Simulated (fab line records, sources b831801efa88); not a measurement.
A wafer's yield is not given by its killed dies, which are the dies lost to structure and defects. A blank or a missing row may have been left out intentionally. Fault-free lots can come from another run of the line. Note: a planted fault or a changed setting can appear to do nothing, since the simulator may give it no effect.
Chamber matching :: flow sky130 :: SKY_FIELD_ISO_CMP_27 on cmp-02: 4 sister chambers
The step polishes, stops on Si3N4, t overpolish 16 s, target thk 457.8 nm. 22 wafers are shown with their chamber, then 11 later ones without.

WAFERS, EACH WITH ITS CHAMBER
wafer: L077.2
chamber: 1
motor_current_A (A): 13.6
time_to_endpoint_s (s): 111
edge_zone_pressure_frac: 0.992

wafer: L077.5
chamber: 0
motor_current_A (A): 12.3
time_to_endpoint_s (s): 115
edge_zone_pressure_frac: 0.993

wafer: L077.6
chamber: 3
motor_current_A (A): 12.1
time_to_endpoint_s (s): 118
edge_zone_pressure_frac: 1.000

wafer: L078.2
chamber: 3
motor_current_A (A): 11.7
time_to_endpoint_s (s): 109
edge_zone_pressure_frac: 1.002

wafer: L078.3
chamber: 2
motor_current_A (A): 10.9
time_to_endpoint_s (s): 103
edge_zone_pressure_frac: 0.996

wafer: L078.4
chamber: 1
motor_current_A (A): 12.6
time_to_endpoint_s (s): 103
edge_zone_pressure_frac: 0.993

wafer: L079.1
chamber: 3
motor_current_A (A): 12.0
time_to_endpoint_s (s): 110
edge_zone_pressure_frac: 1.007

wafer: L079.2
chamber: 2
motor_current_A (A): 10.9
time_to_endpoint_s (s): 105
edge_zone_pressure_frac: 1.002

wafer: L079.4
chamber: 1
motor_current_A (A): 12.9
time_to_endpoint_s (s): 109
edge_zone_pressure_frac: 0.991

wafer: L080.1
chamber: 2
motor_current_A (A): 10.5
time_to_endpoint_s (s): 103
edge_zone_pressure_frac: 1.005

wafer: L080.2
chamber: 1
motor_current_A (A): 12.8
time_to_endpoint_s (s): 108
edge_zone_pressure_frac: 0.998

wafer: L080.6
chamber: 0
motor_current_A (A): 12.2
time_to_endpoint_s (s): 111
edge_zone_pressure_frac: 1.005

wafer: L085.2
chamber: 3
motor_current_A (A): 12.4
time_to_endpoint_s (s): 111
edge_zone_pressure_frac: 0.998

wafer: L085.3
chamber: 1
motor_current_A (A): 13.2
time_to_endpoint_s (s): 106
edge_zone_pressure_frac: 0.994

wafer: L085.5
chamber: 3
motor_current_A (A): 11.9
time_to_endpoint_s (s): 116
edge_zone_pressure_frac: 0.995

wafer: L086.1
chamber: 2
motor_current_A (A): 9.7
time_to_endpoint_s (s): 105
edge_zone_pressure_frac: 0.999

wafer: L086.2
chamber: 0
motor_current_A (A): 13.8
time_to_endpoint_s (s): 117
edge_zone_pressure_frac: 1.003

wafer: L086.5
chamber: 0
motor_current_A (A): 12.3
time_to_endpoint_s (s): 112
edge_zone_pressure_frac: 1.008

wafer: L088.2
chamber: 3
motor_current_A (A): 11.6
time_to_endpoint_s (s): 114
edge_zone_pressure_frac: 1.001

wafer: L088.3
chamber: 0
motor_current_A (A): 13.1
time_to_endpoint_s (s): 113
edge_zone_pressure_frac: 1.008

wafer: L088.5
chamber: 0
motor_current_A (A): 12.9
time_to_endpoint_s (s): 112
edge_zone_pressure_frac: 1.002

wafer: L089.1
chamber: 2
motor_current_A (A): 10.4
time_to_endpoint_s (s): 110
edge_zone_pressure_frac: 1.007

SIGNATURES, as means of the wafers listed above
reading: motor_current_A
chamber 0: 12.767
chamber 1: 13.020
chamber 2: 10.480
chamber 3: 11.950
scatter within a chamber: 0.468

reading: time_to_endpoint_s
chamber 0: 113.33
chamber 1: 107.40
chamber 2: 105.20
chamber 3: 113.00
scatter within a chamber: 2.98

reading: edge_zone_pressure_frac
chamber 0: 1.00317
chamber 1: 0.99360
chamber 2: 1.00180
chamber 3: 1.00050
scatter within a chamber: 0.00437
Rule: for each reading, subtract the chamber's mean from the wafer's reading, divide by that reading's scatter and square the result; add these up over the readings and take the root, which gives the wafer's distance from the chamber. If the next closest chamber is less than 2 further off than the closest, the wafer can't be placed; otherwise it belongs to the closest. The scatter: the root of (the sum of the squares of (reading less its chamber's mean) over the shown wafers, divided by (wafers less chambers)).

WAFERS MISSING THEIR CHAMBER
wafer: L089.2
motor_current_A (A): 12.2
time_to_endpoint_s (s): 118
edge_zone_pressure_frac: 1.002

wafer: L089.3
motor_current_A (A): 12.6
time_to_endpoint_s (s): 118
edge_zone_pressure_frac: 0.998

wafer: L090.3
motor_current_A (A): 12.0
time_to_endpoint_s (s): 115
edge_zone_pressure_frac: 1.006

wafer: L090.4
motor_current_A (A): 12.6
time_to_endpoint_s (s): 119
edge_zone_pressure_frac: 1.004

wafer: L090.6
motor_current_A (A): 13.0
time_to_endpoint_s (s): 111
edge_zone_pressure_frac: 1.004

wafer: L092.2
motor_current_A (A): 13.2
time_to_endpoint_s (s): 112
edge_zone_pressure_frac: 0.992

wafer: L092.4
motor_current_A (A): 11.0
time_to_endpoint_s (s): 110
edge_zone_pressure_frac: 0.999

wafer: L092.6
motor_current_A (A): 12.1
time_to_endpoint_s (s): 114
edge_zone_pressure_frac: 1.003

wafer: L095.2
motor_current_A (A): 11.9
time_to_endpoint_s (s): 116
edge_zone_pressure_frac: 1.002

wafer: L095.3
motor_current_A (A): 12.5
time_to_endpoint_s (s): 117
edge_zone_pressure_frac: 0.995

wafer: L095.4
motor_current_A (A): 13.1
time_to_endpoint_s (s): 113
edge_zone_pressure_frac: 0.997

CHAMBER TAKEN BY EACH
wafer: L089.2
from the rows above: can't be placed: 3 or 0
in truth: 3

wafer: L089.3
from the rows above: can't be placed: 0 or 3 or 1
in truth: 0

wafer: L090.3
from the rows above: can't be placed: 3 or 0
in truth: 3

wafer: L090.4
from the rows above: can't be placed: 0 or 3
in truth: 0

wafer: L090.6
from the rows above: can't be placed: 0 or 3 or 1
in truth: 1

wafer: L092.2
from the rows above: can't be placed: 1 or 0 or 3
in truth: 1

wafer: L092.4
from the rows above: can't be placed: 2 or 3 or 0
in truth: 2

wafer: L092.6
from the rows above: can't be placed: 3 or 0
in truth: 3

wafer: L095.2
from the rows above: can't be placed: 3 or 0
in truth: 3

wafer: L095.3
from the rows above: can't be placed: 3 or 0 or 1
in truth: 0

wafer: L095.4
from the rows above: can't be placed: 0 or 1 or 3
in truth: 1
Correct placement for 0 of the 11. Unplaceable from these rows: 11, with the true chamber sitting among the candidates in 11. Number placed wrongly: 0.
